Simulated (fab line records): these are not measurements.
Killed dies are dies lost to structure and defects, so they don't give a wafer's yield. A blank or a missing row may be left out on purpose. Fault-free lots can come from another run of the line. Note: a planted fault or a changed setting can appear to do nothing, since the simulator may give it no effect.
fab line records	flow sky130
[record] lots = 5	wafers = 15	last-day = 49
route steps=708 shown METAL5@677 PASSIVATION@681 PAD_OPEN@694
lots untouched by any fault: they come from a run of this same line in which no faults occurred
start-h: hours from the record's opening day to when the first of the lot's shown wafers began	wait-h: hours from the lot's prior step to this one	" as in the row above	L1.1+2: several wafers, shown together as one row	- no value, or no start given	* or withheld: withheld	< > ~ a bound
route shown NAME@n: a module of which the file shows steps, and the number in the route of the first	usual: the fault-free wafers' mean and standard deviation	same: alike in all rows	chamber/n: place in a boat	sites: readings site by site	_std_site: the values' standard deviation	_edge_site: the outer-site mean with the inner-site mean subtracted	radius-mm: for every site, how far away it sits from the centre of the wafer	mask NAME#n: copy n	behind: the tool/chamber that last shaped the wafer	hold: why the lot was held/for how many hours/how that ended	device: names the non-switching transistor (n, p or np)	end of line: tests of these same wafers at the route's end	a step with no rows: only its recipe	killed: dies that structure and defects cost at the first sort, which is not the same as the wafer's yield	map: shows each die of a wafer: x if killed, . if not, _ if none is there
set.NAME: the run value of the setting; set.NAME@STEP: its run value at that earlier step	model.NAME: the simulator's own value behind a step, which no gauge read
lots seen at some steps along the route; tables by step, rows by wafer
services: a tool's chamber out of use, with start hour (start-h, from the record's first day; less than 0 if before it), hours out, and reason
[[steps]]
[step SKY_METAL5_STRIP_16]
[recipe] chemistry = O2/N2	power-w = 1400	pressure-mtorr = 1500	platen-temp-c = withheld	o2-flow-sccm = 3000	n2-flow-sccm = 300	overash-fraction = 0.5
[usual] drypump-motor-current-A = 6.0/0.36	o2-flow-sccm = 3003/9.4	oes-product-au = 0.711/0.0047	strip-time-to-endpoint-s = 12.97/0.099
lot.wafer	tool	chamber	start-h	wait-h	drypump-motor-current-A	o2-flow-sccm	oes-product-au	rf-hours-counter-h	strip-time-to-endpoint-s
L080.1	plasma-asher-02	1	1058.58	0.2	5.6	3001	0.711	95	13.07
L080.2	"	0	"	"	5.9	3005	0.705	95	12.87
L080.6	"	0	"	"	5.8	3010	0.711	-	13.00
L090.1	plasma-asher-03	0	1129.79	0.2	6.5	2993	0.708	69	12.91
L090.4	"	1	"	"	6.0	2991	0.714	-	13.01
L090.6	"	0	"	"	6.4	3004	0.702	-	13.12
L093.3	plasma-asher-04	1	1132.58	0.1	5.9	3014	0.717	-	12.82
L093.5	"	0	"	"	5.2	3012	0.714	-	12.91
L093.6	"	1	"	"	5.8	3011	0.712	-	12.93
L094.3	plasma-asher-03	0	1136.83	0.1	6.4	3014	0.702	-	13.05
L094.4	"	1	"	"	6.0	3011	0.720	-	13.05
L094.5	"	1	"	"	6.0	3003	0.711	-	13.03
L095.4	plasma-asher-03	1	1144.32	0.1	6.0	2997	0.708	-	12.91
L095.5	"	1	"	"	6.0	3001	0.716	-	12.84
L095.6	"	0	"	"	6.5	3009	0.708	-	12.87
[step SKY_METAL5_STRIP_17]
[recipe] chemistry = post-etch-residue-remover	time-s = 1200	temp-c = 72.5
lot.wafer	tool	chamber	start-h	wait-h
L080.1+2+6	wet-bench-02	1	1058.76	0.1
L090.1+4+6	wet-bench-01	0	1129.89	0.1
L093.3+5+6	wet-bench-02	1	1132.65	0.0
L094.3+4+5	wet-bench-01	1	1136.90	0.0
L095.4+5+6	wet-bench-01	3	1144.39	0.0
[step SKY_METAL5_CLEAN_18]
[recipe] chemistry = IPA	time-s = 180	temp-c = 25
lot.wafer	tool	chamber	start-h	wait-h
L080.1+2+6	wet-bench-01	1	1059.11	0.0
L090.1+4+6	wet-bench-04	2	1130.26	0.0
L093.3+5+6	wet-bench-04	1	1132.99	0.0
L094.3+4+5	wet-bench-04	1	1137.24	0.0
L095.4+5+6	wet-bench-02	0	1144.73	0.0
[step SKY_METAL5_CLEAN_19]
[recipe] chemistry = O3/DIW	dry = n2-spin
lot.wafer	tool	chamber	start-h	wait-h
L080.1+2+6	wet-bench-04	2	1059.16	0.0
L090.1+4+6	wet-bench-04	2	1130.32	0.0
L093.3+5+6	wet-bench-02	2	1133.05	0.0
L094.3+4+5	wet-bench-01	0	1137.30	0.0
L095.4+5+6	wet-bench-04	2	1144.79	0.0
[step SKY_PASSIVATION_CVD_00]
[recipe] material = SiO2	target-thk-nm = 90	temp-c = 400	time-s = withheld	rf-w = 600
[usual] heater-power-outer-w = 318/60	heater-power-w = 572/77	rf-fwd-power-W = 589/3.8
lot.wafer	tool	chamber	start-h	wait-h	heater-power-outer-w	heater-power-w	rf-fwd-power-W
L080.1	pecvd-01	0	1059.26	0.0	365	672	589
L080.2	"	1	"	"	371	628	587
L080.6	"	0	"	"	364	673	588
L090.1	pecvd-04	0	1130.41	0.0	271	528	595
L090.4	"	0	"	"	276	550	588
L090.6	"	2	"	"	340	579	592
L093.3	pecvd-01	1	1133.14	0.0	288	499	587
L093.5	"	1	"	"	291	506	587
L093.6	"	0	"	"	370	674	586
L094.3	pecvd-04	2	1137.39	0.0	323	549	591
L094.4	"	0	"	"	333	626	587
L094.5	"	2	"	"	328	557	590
L095.4	pecvd-03	1	1144.89	0.0	343	586	592
L095.5	"	0	"	"	262	530	586
L095.6	"	2	"	"	408	707	584
[step SKY_PASSIVATION_THK_MEAS_01]
[recipe] reads = SiO2_of_PASSIVATION_CVD_00
[usual] PASSIVATION_CVD_00_THK = 90.1/1.1
lot.wafer	tool	chamber	start-h	wait-h	PASSIVATION_CVD_00_THK[nm]
L080.1	film-metro-01	-	1059.30	-	90.0
L080.2	"	-	"	"	89.5
L080.6	"	-	"	"	91.3
L090.1	film-metro-01	-	1130.43	-	88.3
L090.4	"	-	"	"	90.3
L090.6	"	-	"	"	89.3
L093.3	film-metro-04	-	1133.18	-	90.6
L093.5	"	-	"	"	91.6
L093.6	"	-	"	"	91.1
L094.3	film-metro-01	-	1137.43	-	89.7
L094.4	"	-	"	"	89.7
L094.5	"	-	"	"	90.2
L095.4	film-metro-01	-	1144.93	-	90.2
L095.5	"	-	"	"	90.2
L095.6	"	-	"	"	90.0
[step SKY_PASSIVATION_CVD_02]
[recipe] material = Si3N4	target-thk-nm = 540	temp-c = 400	time-s = withheld	rf-w = 450
[usual] heater-power-outer-w = 356/53	heater-power-w = 620/74	rf-fwd-power-W = 449.1/1.5
lot.wafer	tool	chamber	start-h	wait-h	heater-power-outer-w	heater-power-w	rf-fwd-power-W
L080.1	pecvd-04	0	1059.36	0.1	347	640	449.6
L080.2	"	2	"	"	324	549	450.1
L080.6	"	1	"	"	279	490	448.4
L090.1	pecvd-01	0	1130.49	0.1	336	609	447.0
L090.4	"	2	"	"	389	685	446.0
L090.6	"	1	"	"	351	587	448.5
L093.3	pecvd-03	1	1133.22	0.0	345	567	450.2
L093.5	"	1	"	"	370	635	449.0
L093.6	"	0	"	"	305	577	447.1
L094.3	pecvd-01	2	1137.47	0.0	393	691	448.8
L094.4	"	1	"	"	353	582	447.5
L094.5	"	2	"	"	410	697	448.0
L095.4	pecvd-04	2	1145.08	0.1	391	634	451.9
L095.5	"	1	"	"	249	453	450.7
L095.6	"	2	"	"	298	513	449.5
[step SKY_PASSIVATION_THK_MEAS_03]
[recipe] reads = Si3N4_of_PASSIVATION_CVD_02
[usual] PASSIVATION_CVD_02_THK = 537/7.3
lot.wafer	tool	chamber	start-h	wait-h	PASSIVATION_CVD_02_THK[nm]
L080.1	film-metro-04	-	1059.58	-	527
L080.2	"	-	"	"	531
L080.6	"	-	"	"	532
L090.1	film-metro-04	-	1130.71	-	529
L090.4	"	-	"	"	535
L090.6	"	-	"	"	546
L093.3	film-metro-04	-	1133.47	-	532
L093.5	"	-	"	"	539
L093.6	"	-	"	"	540
L094.3	film-metro-01	-	1137.72	-	538
L094.4	"	-	"	"	542
L094.5	"	-	"	"	547
L095.4	film-metro-01	-	1145.33	-	541
L095.5	"	-	"	"	535
L095.6	"	-	"	"	537
[step SKY_PASSIVATION_DEHYDRATE_04]
[recipe] temp-c = 200	time-s = 60
lot.wafer	tool	chamber	start-h	wait-h
L080.1+2+6	litho-track-01	0	1068.91	9.3
L090.1+4+6	litho-track-01	0	1139.01	8.3
L093.3+5+6	litho-track-01	0	1142.76	9.3
L094.3+4+5	litho-track-03	0	1146.98	9.3
L095.4+5+6	litho-track-03	0	1153.61	8.3
[step SKY_PASSIVATION_HMDS_05]
[recipe] prime-time-s = 60	prime-temp-c = 120
[same] prime-time-s = 60
lot.wafer	tool	chamber	start-h	wait-h
L080.1+2+6	litho-track-01	0	1069.06	0.1
L090.1+4+6	litho-track-01	0	1139.16	0.1
L093.3+5+6	litho-track-01	0	1142.91	0.1
L094.3+4+5	litho-track-03	0	1147.13	0.1
L095.4+5+6	litho-track-03	0	1153.76	0.1
[step SKY_PASSIVATION_COAT_06]
[recipe] spin-rpm = 2000	resist-thk-nm = 3000
[usual] spin-speed-rpm = 2000.1/1.2
lot.wafer	tool	chamber	start-h	wait-h	spin-speed-rpm
L080.1	litho-track-01	0	1069.21	0.1	2000.2
L080.2	"	0	"	"	1998.3
L080.6	"	0	"	"	2000.1
L090.1	litho-track-01	0	1139.31	0.1	1999.5
L090.4	"	0	"	"	1998.9
L090.6	"	0	"	"	1998.0
L093.3	litho-track-01	0	1143.06	0.1	2001.1
L093.5	"	0	"	"	2001.3
L093.6	"	0	"	"	2001.6
L094.3	litho-track-03	0	1147.28	0.1	1999.6
L094.4	"	0	"	"	1999.4
L094.5	"	0	"	"	2001.0
L095.4	litho-track-03	0	1153.91	0.1	2001.0
L095.5	"	0	"	"	1998.6
L095.6	"	0	"	"	2000.6
[step SKY_PASSIVATION_SOFTBAKE_07]
[recipe] temp-c = 110	time-s = withheld
lot.wafer	tool	chamber	start-h	wait-h
L080.1+2+6	litho-track-01	0	1069.36	0.1
L090.1+4+6	litho-track-01	0	1139.46	0.1
L093.3+5+6	litho-track-01	0	1143.23	0.1
L094.3+4+5	litho-track-03	0	1147.45	0.1
L095.4+5+6	litho-track-03	0	1154.08	0.1
[step SKY_PASSIVATION_EXPOSE_08]
[recipe] mask-id = NSM	target-cd-nm = 3000	na = 0.57	dose-mj = 260
[usual] exposure-dose-mJ-cm2 = 260.07/0.27	focus-offset-nm = 0.0/0.56
[same] na = 0.57
lot.wafer	tool	chamber	start-h	wait-h	mask	exposure-dose-mJ-cm2	focus-offset-nm
L080.1	iline-stepper-01	0	-	-	NSM#0	260.27	0.3
L080.2	"	0	"	"	NSM#0	260.31	-0.9
L080.6	"	0	"	"	NSM#0	260.24	0.0
L090.1	iline-stepper-02	0	-	-	NSM#0	260.01	0.8
L090.4	"	0	"	"	NSM#0	260.13	0.4
L090.6	"	0	"	"	NSM#0	260.19	0.7
L093.3	iline-stepper-02	0	-	-	NSM#0	260.09	-0.7
L093.5	"	0	"	"	NSM#0	259.85	0.4
L093.6	"	0	"	"	NSM#0	260.13	-0.4
L094.3	iline-stepper-02	0	-	-	NSM#0	260.32	0.6
L094.4	"	0	"	"	NSM#0	259.95	0.1
L094.5	"	0	"	"	NSM#0	259.60	0.0
L095.4	iline-stepper-02	0	-	-	NSM#0	260.26	-0.9
L095.5	"	0	"	"	NSM#0	260.41	-0.9
L095.6	"	0	"	"	NSM#0	260.37	-0.4
[step SKY_PASSIVATION_PEB_09]
[recipe] temp-c = 115	time-s = withheld
lot.wafer	tool	chamber	start-h	wait-h
L080.1+2+6	litho-track-04	0	-	-
L090.1+4+6	litho-track-03	0	-	-
L093.3+5+6	litho-track-03	0	-	-
L094.3+4+5	litho-track-01	0	-	-
L095.4+5+6	litho-track-01	0	-	-
[step SKY_PASSIVATION_DEVELOP_10]
[recipe] develop-time-s = 60	dev-temp-c = 23
[same] develop-time-s = 60
lot.wafer	tool	chamber	start-h	wait-h
L080.1+2+6	litho-track-04	0	-	-
L090.1+4+6	litho-track-03	0	-	-
L093.3+5+6	litho-track-03	0	-	-
L094.3+4+5	litho-track-01	0	-	-
L095.4+5+6	litho-track-01	0	-	-
[step SKY_PASSIVATION_ETCH_11]
[recipe] chemistry = CF4/O2	target-depth-nm = 725	stop-on = AlCu	source-w = 800	bias-w = 150	pressure-mtorr = 150	cf4-flow-sccm = 80	O2_flow_sccm = 10	time-s = 161.1
[usual] bias-w = 150.0/0.42	drypump-motor-current-A = 5.7/0.43	oes-product-au = 0.974/0.0073	rf-fwd-power-W = 797.4/2.8	throttle-valve-pct = 5.964/0.0095
lot.wafer	tool	chamber	start-h	wait-h	bias-w	drypump-motor-current-A	oes-product-au	rf-fwd-power-W	rf-hours-counter-h	throttle-valve-pct
L080.1	rie-diel-03	2	1079.97	-	149.6	6.2	0.966	798.0	26	5.967
L080.2	"	1	"	"	150.0	5.6	0.973	792.4	17	5.967
L080.6	"	1	"	"	149.0	5.6	0.978	790.9	-	5.952
L090.1	rie-diel-03	1	1149.08	-	149.5	5.6	0.977	795.4	20	5.967
L090.4	"	2	"	"	149.4	6.2	0.969	795.3	29	5.961
L090.6	"	1	"	"	149.7	5.6	0.971	797.1	-	5.965
L093.3	rie-diel-01	0	1152.23	-	150.3	6.4	0.972	798.0	26	5.956
L093.5	"	1	"	"	150.2	5.3	0.983	797.3	-	5.968
L093.6	"	0	"	"	150.1	6.4	0.976	801.5	-	5.971
L094.3	rie-diel-03	1	1156.21	-	149.8	5.5	0.981	795.9	20	5.961
L094.4	"	2	"	"	150.1	6.2	0.985	794.9	29	5.976
L094.5	"	0	"	"	150.3	5.1	0.986	793.5	-	5.961
L095.4	rie-diel-02	1	1163.21	-	149.4	5.3	0.971	802.1	22	5.957
L095.5	"	2	"	"	150.4	6.1	0.969	800.2	-	5.954
L095.6	"	1	"	"	149.5	5.3	0.974	798.5	-	5.969
[step SKY_PASSIVATION_STRIP_12]
[recipe] chemistry = O2/N2	power-w = 1400	pressure-mtorr = 1500	platen-temp-c = withheld	overash-fraction = 0.7	o2-flow-sccm = 3000	n2-flow-sccm = 300
[usual] drypump-motor-current-A = 6.14/0.29	o2-flow-sccm = 3000/9.4	oes-product-au = 0.660/0.0043	strip-time-to-endpoint-s = 31.62/0.13
lot.wafer	tool	chamber	start-h	wait-h	drypump-motor-current-A	o2-flow-sccm	oes-product-au	rf-hours-counter-h	strip-time-to-endpoint-s
L080.1	plasma-asher-03	0	1080.07	0.1	6.41	3012	0.657	64	31.39
L080.2	"	1	"	"	6.04	3007	0.658	64	31.40
L080.6	"	1	"	"	6.00	3008	0.666	-	31.34
L090.1	plasma-asher-01	1	1149.19	0.1	5.89	3003	0.660	40	31.49
L090.4	"	1	"	"	5.90	2996	0.665	-	31.28
L090.6	"	0	"	"	6.40	3019	0.658	-	31.65
L093.3	plasma-asher-04	1	1152.37	0.1	5.89	3008	0.664	-	31.62
L093.5	"	0	"	"	5.27	2996	0.653	-	31.72
L093.6	"	1	"	"	5.89	3018	0.663	-	31.60
L094.3	plasma-asher-01	0	1156.35	0.1	6.41	3001	0.655	-	31.46
L094.4	"	1	"	"	5.94	2989	0.654	-	31.47
L094.5	"	1	"	"	5.90	2996	0.661	-	31.60
L095.4	plasma-asher-03	0	1163.35	0.1	6.42	3002	0.659	-	31.73
L095.5	"	0	"	"	6.44	3014	0.660	-	31.85
L095.6	"	1	"	"	6.01	3009	0.659	-	31.79
[step SKY_PAD_OPEN_DEHYDRATE_00]
[recipe] temp-c = 200	time-s = 60
lot.wafer	tool	chamber	start-h	wait-h
L080.1+2+6	litho-track-04	0	1089.42	9.3
L090.1+4+6	litho-track-04	0	1157.07	7.8
L093.3+5+6	litho-track-02	0	1161.22	8.8
L094.3+4+5	litho-track-02	0	1165.12	8.7
L095.4+5+6	litho-track-01	0	1170.69	7.3
[step SKY_PAD_OPEN_HMDS_01]
[recipe] prime-time-s = 60	prime-temp-c = 120
[same] prime-time-s = 60
lot.wafer	tool	chamber	start-h	wait-h
L080.1+2+6	litho-track-04	0	1089.57	0.1
L090.1+4+6	litho-track-04	0	1157.22	0.1
L093.3+5+6	litho-track-02	0	1161.37	0.1
L094.3+4+5	litho-track-02	0	1165.27	0.1
L095.4+5+6	litho-track-01	0	1170.84	0.1
[step SKY_PAD_OPEN_COAT_02]
[recipe] spin-rpm = 2000	resist-thk-nm = 3000
[usual] spin-speed-rpm = 1999.9/1.2
lot.wafer	tool	chamber	start-h	wait-h	spin-speed-rpm
L080.1	litho-track-04	0	1089.72	0.1	2001.8
L080.2	"	0	"	"	2000.5
L080.6	"	0	"	"	2000.4
L090.1	litho-track-04	0	1157.37	0.1	1999.3
L090.4	"	0	"	"	2000.2
L090.6	"	0	"	"	2001.1
L093.3	litho-track-02	0	1161.52	0.1	1998.3
L093.5	"	0	"	"	1997.5
L093.6	"	0	"	"	2001.0
L094.3	litho-track-02	0	1165.42	0.1	1999.2
L094.4	"	0	"	"	2000.7
L094.5	"	0	"	"	2000.1
L095.4	litho-track-01	0	1170.99	0.1	1998.1
L095.5	"	0	"	"	1999.3
L095.6	"	0	"	"	2000.5
[step SKY_PAD_OPEN_SOFTBAKE_03]
[recipe] temp-c = 110	time-s = withheld
lot.wafer	tool	chamber	start-h	wait-h
L080.1+2+6	litho-track-04	0	1089.87	0.1
L090.1+4+6	litho-track-04	0	1157.52	0.1
L093.3+5+6	litho-track-02	0	1161.69	0.1
L094.3+4+5	litho-track-02	0	1165.59	0.1
L095.4+5+6	litho-track-01	0	1171.16	0.1
[step SKY_PAD_OPEN_EXPOSE_04]
[recipe] mask-id = PDM	target-cd-nm = 60000	na = 0.57	dose-mj = 260
[usual] exposure-dose-mJ-cm2 = 260.05/0.26	focus-offset-nm = 0.0/0.6
[same] na = 0.57
lot.wafer	tool	chamber	start-h	wait-h	mask	exposure-dose-mJ-cm2	focus-offset-nm
L080.1	iline-stepper-01	0	-	-	PDM#0	259.82	-0.5
L080.2	"	0	"	"	PDM#0	260.06	0.3
L080.6	"	0	"	"	PDM#0	260.05	0.3
L090.1	iline-stepper-02	0	-	-	PDM#0	259.92	0.4
L090.4	"	0	"	"	PDM#0	260.31	0.6
L090.6	"	0	"	"	PDM#0	260.05	0.1
L093.3	iline-stepper-02	0	-	-	PDM#0	260.32	-1.1
L093.5	"	0	"	"	PDM#0	260.11	-1.0
L093.6	"	0	"	"	PDM#0	259.97	-0.2
L094.3	iline-stepper-01	0	-	-	PDM#0	259.97	0.0
L094.4	"	0	"	"	PDM#0	260.05	-0.2
L094.5	"	0	"	"	PDM#0	260.27	-0.8
L095.4	iline-stepper-02	0	-	-	PDM#0	259.62	-0.4
L095.5	"	0	"	"	PDM#0	260.07	0.5
L095.6	"	0	"	"	PDM#0	260.09	-0.3
[step SKY_PAD_OPEN_PEB_05]
[recipe] temp-c = 115	time-s = withheld
lot.wafer	tool	chamber	start-h	wait-h
L080.1+2+6	litho-track-02	0	-	-
L090.1+4+6	litho-track-02	0	-	-
L093.3+5+6	litho-track-04	0	-	-
L094.3+4+5	litho-track-01	0	-	-
L095.4+5+6	litho-track-02	0	-	-
[step SKY_PAD_OPEN_DEVELOP_06]
[recipe] develop-time-s = 60	dev-temp-c = 23
[same] develop-time-s = 60
lot.wafer	tool	chamber	start-h	wait-h
L080.1+2+6	litho-track-02	0	-	-
L090.1+4+6	litho-track-02	0	-	-
L093.3+5+6	litho-track-04	0	-	-
L094.3+4+5	litho-track-01	0	-	-
L095.4+5+6	litho-track-02	0	-	-
[step SKY_PAD_OPEN_ETCH_07]
[recipe] chemistry = CF4/O2	target-depth-nm = 725	stop-on = AlCu	source-w = 800	bias-w = 150	pressure-mtorr = 150	cf4-flow-sccm = 80	O2_flow_sccm = 10	time-s = 161.1
[usual] bias-w = 150.0/0.43	drypump-motor-current-A = 5.7/0.46	oes-product-au = 0.975/0.0072	rf-fwd-power-W = 797.1/2.3	throttle-valve-pct = 5.964/0.0093
lot.wafer	tool	chamber	start-h	wait-h	bias-w	drypump-motor-current-A	oes-product-au	rf-fwd-power-W	rf-hours-counter-h	throttle-valve-pct
L080.1	rie-diel-03	1	1100.37	-	149.5	5.6	0.964	791.4	18	5.949
L080.2	"	2	"	"	149.2	6.2	0.972	797.4	27	5.952
L080.6	"	3	"	"	150.3	5.9	0.963	799.0	-	5.962
L090.1	rie-diel-01	0	1166.37	-	149.7	6.5	0.969	798.1	26	5.971
L090.4	"	2	"	"	150.9	5.4	0.982	797.9	19	5.961
L090.6	"	2	"	"	150.5	5.4	0.982	797.0	-	5.962
L093.3	rie-diel-01	2	1170.07	-	150.2	5.4	0.974	795.9	19	5.968
L093.5	"	3	"	"	150.3	5.0	0.983	795.0	-	5.974
L093.6	"	2	"	"	150.6	5.4	0.975	797.7	-	5.972
L094.3	rie-diel-01	3	1173.26	-	149.7	5.1	0.976	796.3	28	5.974
L094.4	"	1	"	"	149.7	5.3	0.984	798.3	26	5.957
L094.5	"	3	"	"	149.6	5.1	0.982	801.1	-	5.972
L095.4	rie-diel-03	1	1178.67	-	150.9	5.6	0.980	794.7	21	5.973
L095.5	"	1	"	"	149.9	5.6	0.973	794.9	-	5.960
L095.6	"	2	"	"	150.0	6.2	0.984	796.5	-	5.947
[step SKY_PAD_OPEN_STRIP_08]
[recipe] chemistry = O2/N2	power-w = 1400	pressure-mtorr = 1500	platen-temp-c = withheld	overash-fraction = 0.7	o2-flow-sccm = 3000	n2-flow-sccm = 300
[usual] drypump-motor-current-A = 6.1/0.3	o2-flow-sccm = 2997/9.1	oes-product-au = 0.663/0.0048	strip-time-to-endpoint-s = 37.06/0.095
lot.wafer	tool	chamber	start-h	wait-h	drypump-motor-current-A	o2-flow-sccm	oes-product-au	rf-hours-counter-h	strip-time-to-endpoint-s
L080.1	plasma-asher-02	1	1100.48	0.1	5.6	3001	0.662	99	37.19
L080.2	"	0	"	"	5.8	2979	0.659	99	37.22
L080.6	"	0	"	"	5.8	2990	0.659	-	37.04
L090.1	plasma-asher-01	0	1166.48	0.1	6.4	3002	0.674	42	37.13
L090.4	"	0	"	"	6.4	3000	0.666	-	37.09
L090.6	"	0	"	"	6.4	3000	0.674	-	37.08
L093.3	plasma-asher-03	0	1170.21	0.1	6.4	2997	0.655	-	36.92
L093.5	"	0	"	"	6.4	3013	0.660	-	36.97
L093.6	"	1	"	"	6.0	3002	0.661	-	36.92
L094.3	plasma-asher-01	1	1173.44	0.1	5.9	2996	0.664	-	37.14
L094.4	"	0	"	"	6.4	3025	0.667	-	37.09
L094.5	"	1	"	"	5.9	2994	0.659	-	37.09
L095.4	plasma-asher-01	1	1178.81	0.1	5.9	2997	0.675	-	36.93
L095.5	"	1	"	"	5.9	2993	0.665	-	37.01
L095.6	"	0	"	"	6.4	2997	0.655	-	36.94
[step SKY_PAD_OPEN_STRIP_09]
[recipe] chemistry = post-etch-residue-remover	time-s = 1200	temp-c = 72.5
lot.wafer	tool	chamber	start-h	wait-h
L080.1+2+6	wet-bench-02	1	1100.58	0.1
L090.1+4+6	wet-bench-01	1	1166.58	0.1
L093.3+5+6	wet-bench-02	3	1170.27	0.0
L094.3+4+5	wet-bench-01	3	1173.60	0.1
L095.4+5+6	wet-bench-03	3	1178.88	0.0
[step SKY_PAD_OPEN_CLEAN_10]
[recipe] chemistry = IPA	time-s = 180	temp-c = 25
lot.wafer	tool	chamber	start-h	wait-h
L080.1+2+6	wet-bench-01	0	1100.92	0.0
L090.1+4+6	wet-bench-03	3	1166.95	0.0
L093.3+5+6	wet-bench-01	0	1170.68	0.0
L094.3+4+5	wet-bench-03	0	1173.99	0.0
L095.4+5+6	wet-bench-01	3	1179.29	0.0
[step SKY_PAD_OPEN_CLEAN_11]
[recipe] chemistry = O3/DIW	dry = n2-spin
lot.wafer	tool	chamber	start-h	wait-h
L080.1+2+6	wet-bench-03	2	1100.98	0.0
L090.1+4+6	wet-bench-01	0	1167.02	0.0
L093.3+5+6	wet-bench-02	2	1170.75	0.0
L094.3+4+5	wet-bench-01	2	1174.12	0.1
L095.4+5+6	wet-bench-02	3	1179.34	0.0
[step SKY_PAD_OPEN_ANNEAL_12]
[recipe] temp-c = 400	time-s = withheld	ambient = N2/H2	idle-temp-c = 300	ramp-up-c-per-min = 8	ramp-down-c-per-min = 4
lot.wafer	tool	chamber	start-h	wait-h
L080.1+2+6	furnace-02	0	1101.08	0.0
L090.1+4+6	furnace-02	0	1167.12	0.0
L093.3+5+6	furnace-02	0	1170.85	0.0
L094.3+4+5	furnace-01	0	1174.22	0.0
L095.4+5+6	furnace-02	0	1179.44	0.0
[step SKY_PAD_OPEN_BOW_MEAS_13]
[recipe] mode = bow
[usual] PAD_OPEN_BOW = 46/8.3
lot.wafer	tool	chamber	start-h	wait-h	PAD_OPEN_BOW[um]
L080.1	film-metro-03	-	1102.58	-	44
L080.2	"	-	"	"	50
L080.6	"	-	"	"	46
L090.1	film-metro-01	-	1168.62	-	45
L090.4	"	-	"	"	45
L090.6	"	-	"	"	51
L093.3	film-metro-03	-	1172.39	-	49
L093.5	"	-	"	"	45
L093.6	"	-	"	"	43
L094.3	film-metro-01	-	1175.76	-	39
L094.4	"	-	"	"	33
L094.5	"	-	"	"	41
L095.4	film-metro-01	-	1181.00	-	61
L095.5	"	-	"	"	41
L095.6	"	-	"	"	51
[[services]]
tool	chamber	start-h	hours	kind
plasma-asher-01	-	1045.23	1.6	repair
pecvd-04	-	1045.30	4.3	pm
plasma-asher-04	-	1055.34	9.0	pm
plasma-asher-03	-	1056.49	2.8	pm
rie-diel-01	2	1064.35	8.5	repair
plasma-asher-01	-	1065.47	13.0	repair
iline-stepper-01	-	1073.36	3.9	repair
plasma-asher-01	-	1083.07	2.8	repair
rie-diel-01	-	1089.88	2.1	repair
rie-diel-03	2	1090.04	1.8	repair
pecvd-04	0	1107.54	14.7	repair
pecvd-04	1	1110.30	3.0	repair
pecvd-01	-	1114.83	6.0	pm
plasma-asher-01	-	1119.45	0.5	repair
furnace-02	-	1136.49	3.6	pm
pecvd-04	-	1138.77	5.5	pm
plasma-asher-03	-	1151.60	3.1	repair
wet-bench-02	-	1152.92	3.7	repair
furnace-02	-	1153.05	2.9	pm
wet-bench-02	-	1163.62	1.4	repair
plasma-asher-02	-	1164.49	9.1	repair
plasma-asher-03	-	1172.57	1.9	repair
iline-stepper-01	-	1177.03	1.7	pm
pecvd-01	0	1177.58	3.7	repair
[[key]]
fault none
